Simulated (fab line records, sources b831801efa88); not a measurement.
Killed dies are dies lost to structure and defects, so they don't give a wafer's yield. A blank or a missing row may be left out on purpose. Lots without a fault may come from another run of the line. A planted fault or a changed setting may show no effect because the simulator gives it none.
Which tool did it? | flow gf180mcu | 12 lots, 36 wafers sampled, at 5 steps of a route of 602

WHAT THE GAUGES READ, wafer by wafer
GF_M3_RS_MEAS_05: measures by four-point-probe.
lot  | measured     | on            | M3_ALCU_RS (ohm/sq)
L114 | day 20 08:26 | film_metro-04 | 0.0703 0.0703 0.0702
L116 | day 21 15:39 | film_metro-04 | 0.0684 0.0696 0.0689
L120 | day 22 20:43 | film_metro-02 | 0.0706 0.0692 0.0693
L123 | day 23 23:07 | film_metro-04 | 0.0685 0.0702 0.0704
L124 | day 24 10:35 | film_metro-02 | 0.0701 0.0692 0.0690
L126 | day 24 21:57 | film_metro-04 | 0.0686 0.0686 0.0682
L128 | day 25 13:11 | film_metro-02 | 0.0676 0.0681 0.0676
L132 | day 27 00:49 | film_metro-04 | 0.0700 0.0706 0.0699
L133 | day 27 11:21 | film_metro-03 | 0.0704 0.0701 0.0709
L135 | day 27 15:10 | film_metro-04 | 0.0699 0.0706 0.0710
L136 | day 28 04:59 | film_metro-02 | 0.0705 0.0703 0.0705
L137 | day 28 13:12 | film_metro-03 | 0.0690 0.0685 0.0696

GF_M3_CD_MEAS_14: target cd 280 nm.
lot  | measured     | on        | cd_nm (nm)
L114 | day 21 08:08 | cd_sem-02 | 281.8 282.1 281.3
L116 | day 22 15:01 | cd_sem-02 | 280.5 279.9 279.4
L120 | day 23 18:53 | cd_sem-01 | 281.2 281.5 281.4
L123 | day 24 21:29 | cd_sem-02 | 284.8 284.8 284.9
L124 | day 25 08:16 | cd_sem-02 | 286.0 285.6 285.2
L126 | day 25 19:25 | cd_sem-02 | 281.5 280.1 280.6
L128 | day 26 10:05 | cd_sem-02 | 279.7 279.7 279.9
L132 | day 27 20:36 | cd_sem-02 | 279.4 279.9 280.1
L133 | day 28 06:52 | cd_sem-02 | 281.4 281.4 281.2
L135 | day 28 11:14 | cd_sem-02 | 279.2 280.3 280.2
L136 | day 29 01:02 | cd_sem-02 | 279.6 281.6 279.2
L137 | day 29 08:41 | cd_sem-01 | 277.9 277.4 277.1

GF_V3_BOW_MEAS_05.
lot  | measured     | on            | V3_BOW (um)
L114 | day 21 09:34 | film_metro-01 | 131 128 138
L116 | day 22 16:25 | film_metro-02 | 129 132 127
L120 | day 23 20:21 | film_metro-02 | 119 116 118
L123 | day 24 22:58 | film_metro-02 | 116 105 115
L124 | day 25 09:38 | film_metro-01 | 131 119 126
L126 | day 25 20:47 | film_metro-02 | 121 117 119
L128 | day 26 11:31 | film_metro-01 | 126 126 110
L132 | day 27 22:00 | film_metro-03 | 121 118 117
L133 | day 28 08:16 | film_metro-02 | 108 105 116
L135 | day 28 12:35 | film_metro-01 | 114 127 122
L136 | day 29 02:27 | film_metro-02 | 118 117 113
L137 | day 29 10:04 | film_metro-02 | 113 125 103

WHICH TOOL RAN EACH LOT (tool, then ch and the chambers of the sampled wafers, then the start)
lot  | GF_V2_ETCH_16                      | GF_M3_SOFTBAKE_10
L114 | rie_diel-03 ch 0,1, day 20 06:43   | litho_track-03 ch 0, day 20 20:02
L116 | rie_diel-04 ch 0,1, day 21 14:04   | litho_track-04 ch 0, day 22 03:16
L120 | rie_diel-04 ch 0,1,3, day 22 19:07 | litho_track-04 ch 0, day 23 08:08
L123 | rie_diel-01 ch 2,3, day 23 21:32   | litho_track-04 ch 0, day 24 10:32
L124 | rie_diel-01 ch 0,1,2, day 24 08:59 | litho_track-04 ch 0, day 24 21:13
L126 | rie_diel-01 ch 0,1,2, day 24 20:23 | litho_track-03 ch 0, day 25 08:49
L128 | rie_diel-04 ch 2,3, day 25 11:33   | litho_track-02 ch 0, day 25 23:00
L132 | rie_diel-04 ch 0,2, day 26 22:43   | litho_track-03 ch 0, day 27 11:07
L133 | rie_diel-03 ch 1,2,3, day 27 09:44 | litho_track-02 ch 0, day 27 20:43
L135 | rie_diel-01 ch 0,2,3, day 27 13:31 | litho_track-02 ch 0, day 28 01:18
L136 | rie_diel-01 ch 1,2,3, day 28 03:21 | litho_track-03 ch 0, day 28 14:29
L137 | rie_diel-01 ch 0,3, day 28 11:35   | litho_track-04 ch 0, day 28 22:56
- GF_V2_ETCH_16: etches BARC in N2/H2.
- GF_M3_SOFTBAKE_10: time 60 s.

WHAT THE TOOLS THEMSELVES READ (means of the sampled wafers that have a number; where no wafer has one, the mark that the record gives instead)
GF_V2_ETCH_16.
lot  | tool        | drypump_motor_current_A (A) | oes_product_au (a.u.) | throttle_valve_pct (%)
L114 | rie_diel-03 | 5.9                         | 0.854                 | 13.228
L116 | rie_diel-04 | 5.8                         | 0.857                 | 13.231
L120 | rie_diel-04 | 5.9                         | 0.857                 | 13.226
L123 | rie_diel-01 | 5.5                         | 0.859                 | 13.230
L124 | rie_diel-01 | 5.2                         | 0.856                 | 13.223
L126 | rie_diel-01 | 5.2                         | 0.850                 | 13.222
L128 | rie_diel-04 | 6.2                         | 0.849                 | 13.217
L132 | rie_diel-04 | 6.0                         | 0.857                 | 13.216
L133 | rie_diel-03 | 6.3                         | 0.852                 | 13.223
L135 | rie_diel-01 | 5.5                         | 0.855                 | 13.235
L136 | rie_diel-01 | 5.5                         | 0.851                 | 13.226
L137 | rie_diel-01 | 5.5                         | 0.853                 | 13.225

GF_M3_SOFTBAKE_10.
lot  | tool           | heater_power_total_W (W) | plate_temp_C (C)
L114 | litho_track-03 | 93.06                    | 129.76
L116 | litho_track-04 | 93.07                    | 129.95
L120 | litho_track-04 | 93.03                    | 129.93
L123 | litho_track-04 | 91.58                    | 128.61
L124 | litho_track-04 | 91.62                    | 128.36
L126 | litho_track-03 | 93.01                    | 129.90
L128 | litho_track-02 | 93.11                    | 130.02
L132 | litho_track-03 | 93.04                    | 130.17
L133 | litho_track-02 | 92.99                    | 130.11
L135 | litho_track-02 | 93.03                    | 130.13
L136 | litho_track-03 | 93.02                    | 129.89
L137 | litho_track-04 | 93.00                    | 129.86

THE ANSWER, worked out from the rows above alone
Rule: what is usual is taken from the lots themselves. Put in order of their means at a reading, lots are off if they are a third of the lots or fewer, leave a main group of 4 or more, and stand apart from it by a gap of 3 or more times the standard deviation of the main group's means; of several such gaps the widest counts. A main group whose means are all the same, to the digits that the tables above print for the reading, isn't used. A lot without any number at a reading at which 4 lots or more have one is off too. The other lots that the step has rows for count as sound. The gauges are gone through in route order, then the tools' own readings, and for those a lot's mean is taken as printed above. The first step at which some lot is off is used, and at that step the reading that is off furthest; a lot without a number counts as furthest.
Off: L123, L124, at GF_M3_SOFTBAKE_10 (heater_power_total_W). The main group: mean 93.04 W, standard deviation 0.034.
A tool fits if, at that step or a process step before it, it ran every lot that is off, and no sound lot after the first of them. None of those tried fits.

WHAT THE SIMULATOR HAD PUT IN
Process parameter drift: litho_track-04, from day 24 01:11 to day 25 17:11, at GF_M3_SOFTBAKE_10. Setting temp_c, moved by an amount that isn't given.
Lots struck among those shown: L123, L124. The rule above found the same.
